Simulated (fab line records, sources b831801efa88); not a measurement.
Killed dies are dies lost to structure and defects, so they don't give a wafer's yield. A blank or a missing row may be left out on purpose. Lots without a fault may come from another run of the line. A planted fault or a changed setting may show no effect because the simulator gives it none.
Which tool did it? | flow sky130 | 12 lots, 36 wafers sampled, at 4 steps of a route of 708

WHAT THE GAUGES READ, wafer by wafer
SKY_VIA3_BOW_MEAS_03. Usual: VIA3_BOW 79 um, standard deviation 7.5.
lot  | measured     | on            | VIA3_BOW (um) | flag
L539 | day 38 07:25 | film_metro-02 | 82 78 69      |
L541 | day 38 23:13 | film_metro-02 | 91 96 84      |
L542 | day 40 13:44 | film_metro-04 | 77 75 84      |
L545 | day 41 05:13 | film_metro-01 | 81 86 78      |
L548 | day 41 20:35 | film_metro-01 | 71 74 74      |
L551 | day 42 08:08 | film_metro-01 | 74 54 70      |
L550 | day 42 11:03 | film_metro-02 | 77 84 76      |
L560 | day 44 16:50 | film_metro-02 | 79 75 81      |
L561 | day 44 18:39 | film_metro-04 | 81 77 92      |
L562 | day 45 00:40 | film_metro-01 | 90 82 77      |

WHICH TOOL RAN EACH LOT (tool, then ch and the chambers of the sampled wafers, then the start)
lot  | SKY_VIA2_STRIP_16                    | SKY_METAL3_STRIP_19                  | SKY_VIA3_CMP_02
L539 | plasma_asher-02 ch 0,1, day 35 23:43 | plasma_asher-04 ch 0,1, day 38 06:15 | cmp-02 ch 0,2,3, day 38 07:07
L541 | plasma_asher-03 ch 0,1, day 36 16:19 | plasma_asher-04 ch 0,1, day 38 21:57 | cmp-01 ch 1,2,3, day 38 22:57
L542 | plasma_asher-02 ch 0,1, day 38 08:31 | plasma_asher-03 ch 0,1, day 40 12:37 | cmp-01 ch 1,2, day 40 13:24
L545 | plasma_asher-03 ch 1, day 39 00:07   | plasma_asher-04 ch 0,1, day 41 04:05 | cmp-01 ch 0,2,3, day 41 05:01
L548 | plasma_asher-03 ch 0,1, day 39 16:10 | plasma_asher-03 ch 0,1, day 41 19:27 | cmp-02 ch 0,1,3, day 41 20:20
L551 | plasma_asher-03 ch 0,1, day 40 04:50 | plasma_asher-03 ch 0,1, day 42 07:00 | cmp-01 ch 0,2,3, day 42 07:50
L550 | plasma_asher-03 ch 0,1, day 40 06:13 | plasma_asher-01 ch 0,1, day 42 09:51 | cmp-01 ch 1,2,3, day 42 10:54
L558 | plasma_asher-03 ch 0,1, day 41 21:32 | plasma_asher-03 ch 0,1, day 43 21:39 | -
L559 | plasma_asher-02 ch 0,1, day 42 10:17 | plasma_asher-03 ch 0,1, day 44 10:07 | -
L560 | plasma_asher-01 ch 0,1, day 42 15:32 | plasma_asher-03 ch 0,1, day 44 15:43 | cmp-02 ch 0,2, day 44 16:35
L561 | plasma_asher-01 ch 0,1, day 42 18:10 | plasma_asher-01 ch 0,1, day 44 17:30 | cmp-02 ch 2,3, day 44 18:24
L562 | plasma_asher-01 ch 0,1, day 43 01:17 | plasma_asher-01 ch 0,1, day 44 23:33 | cmp-01 ch 0,1,3, day 45 00:22
- SKY_VIA2_STRIP_16: strips in O2/N2.
- SKY_METAL3_STRIP_19: strips in O2/N2.
- SKY_VIA3_CMP_02: polishes SiO2.

WHAT THE TOOLS THEMSELVES READ (means of the sampled wafers that have a number; where no wafer has one, the mark that the record gives instead)
SKY_VIA2_STRIP_16. Usual: chamber_pressure_mTorr 1500.0 mTorr, standard deviation 1.3; drypump_motor_current_A 5.5 A, standard deviation 0.6; oes_product_au 0.398 a.u., standard deviation 0.0041; strip_time_to_endpoint_s 4.045 s, standard deviation 0.027.
lot  | tool            | chamber_pressure_mTorr (mTorr) | drypump_motor_current_A (A) | oes_product_au (a.u.) | strip_time_to_endpoint_s (s) | flag
L539 | plasma_asher-02 | 1499.8                         | 6.0                         | 0.401                 | 4.030                        |
L541 | plasma_asher-03 | 1499.8                         | 4.9                         | 0.400                 | 4.054                        |
L542 | plasma_asher-02 | 1499.5                         | 6.2                         | 0.397                 | 4.083                        |
L545 | plasma_asher-03 | 1499.7                         | 4.9                         | 0.398                 | 4.039                        |
L548 | plasma_asher-03 | 1501.1                         | 4.9                         | 0.398                 | 4.000                        |
L551 | plasma_asher-03 | 1499.0                         | 4.9                         | 0.399                 | 4.041                        |
L550 | plasma_asher-03 | 1501.2                         | 4.9                         | 0.394                 | 4.021                        |
L558 | plasma_asher-03 | 1499.6                         | 4.9                         | 0.395                 | 4.052                        |
L559 | plasma_asher-02 | 1499.7                         | 6.0                         | 0.403                 | 4.089                        |
L560 | plasma_asher-01 | 1500.7                         | 5.3                         | 0.400                 | 4.041                        |
L561 | plasma_asher-01 | 1499.0                         | 5.7                         | 0.398                 | 4.062                        |
L562 | plasma_asher-01 | 1500.6                         | 5.6                         | 0.400                 | 4.062                        |

SKY_METAL3_STRIP_19. Usual: chamber_pressure_mTorr 1499.8 mTorr, standard deviation 1.2; drypump_motor_current_A 5.3 A, standard deviation 0.45; oes_product_au 0.503 a.u., standard deviation 0.005; strip_time_to_endpoint_s 6.55 s, standard deviation 0.081.
lot  | tool            | chamber_pressure_mTorr (mTorr) | drypump_motor_current_A (A) | oes_product_au (a.u.) | strip_time_to_endpoint_s (s) | flag
L539 | plasma_asher-04 | 1499.1                         | 5.5                         | 0.503                 | 6.55                         |
L541 | plasma_asher-04 | 1499.1                         | 5.4                         | 0.500                 | 6.52                         |
L542 | plasma_asher-03 | 1498.9                         | 4.9                         | 0.499                 | 6.50                         |
L545 | plasma_asher-04 | 1500.7                         | 5.5                         | 0.507                 | 6.60                         |
L548 | plasma_asher-03 | 1499.6                         | 4.9                         | 0.503                 | 6.47                         |
L551 | plasma_asher-03 | 1499.9                         | 4.9                         | 0.503                 | 6.45                         |
L550 | plasma_asher-01 | 1500.0                         | 5.6                         | 0.499                 | 6.45                         |
L558 | plasma_asher-03 | -                              | -                           | -                     | -                            | OFF
L559 | plasma_asher-03 | -                              | -                           | -                     | -                            | OFF
L560 | plasma_asher-03 | 1498.0                         | 4.9                         | 0.503                 | 6.63                         |
L561 | plasma_asher-01 | 1500.0                         | 5.3                         | 0.505                 | 6.63                         |
L562 | plasma_asher-01 | 1499.4                         | 5.3                         | 0.505                 | 6.63                         |

SKY_VIA3_CMP_02. Usual: motor_current_A 11.2 A, standard deviation 1.1.
lot  | tool   | motor_current_A (A) | flag
L539 | cmp-02 | 11.3                |
L541 | cmp-01 | 10.3                |
L542 | cmp-01 | 10.3                |
L545 | cmp-01 | 11.1                |
L548 | cmp-02 | 11.2                |
L551 | cmp-01 | 11.4                |
L550 | cmp-01 | 10.7                |
L560 | cmp-02 | 11.1                |
L561 | cmp-02 | 11.6                |
L562 | cmp-01 | 11.4                |

THE ANSWER, worked out from the rows above alone
Rule: a lot is off if the mean of its wafers that have a number lies more than 3 standard deviations from the usual mean. A lot without any number at a reading at which 4 lots or more have one is off too. The other lots that the step has rows for count as sound. The gauges are gone through in route order, then the tools' own readings, and for those a lot's mean is taken as printed above. The first step at which some lot is off is used, and at that step the reading that is off furthest; a lot without a number counts as furthest.
Off: L558, L559, at SKY_METAL3_STRIP_19 (chamber_pressure_mTorr). Without a number there: L558, L559.
A tool fits if, at that step or a process step before it, it ran every lot that is off, and no sound lot after the first of them. None of those tried fits.

WHAT THE SIMULATOR HAD PUT IN
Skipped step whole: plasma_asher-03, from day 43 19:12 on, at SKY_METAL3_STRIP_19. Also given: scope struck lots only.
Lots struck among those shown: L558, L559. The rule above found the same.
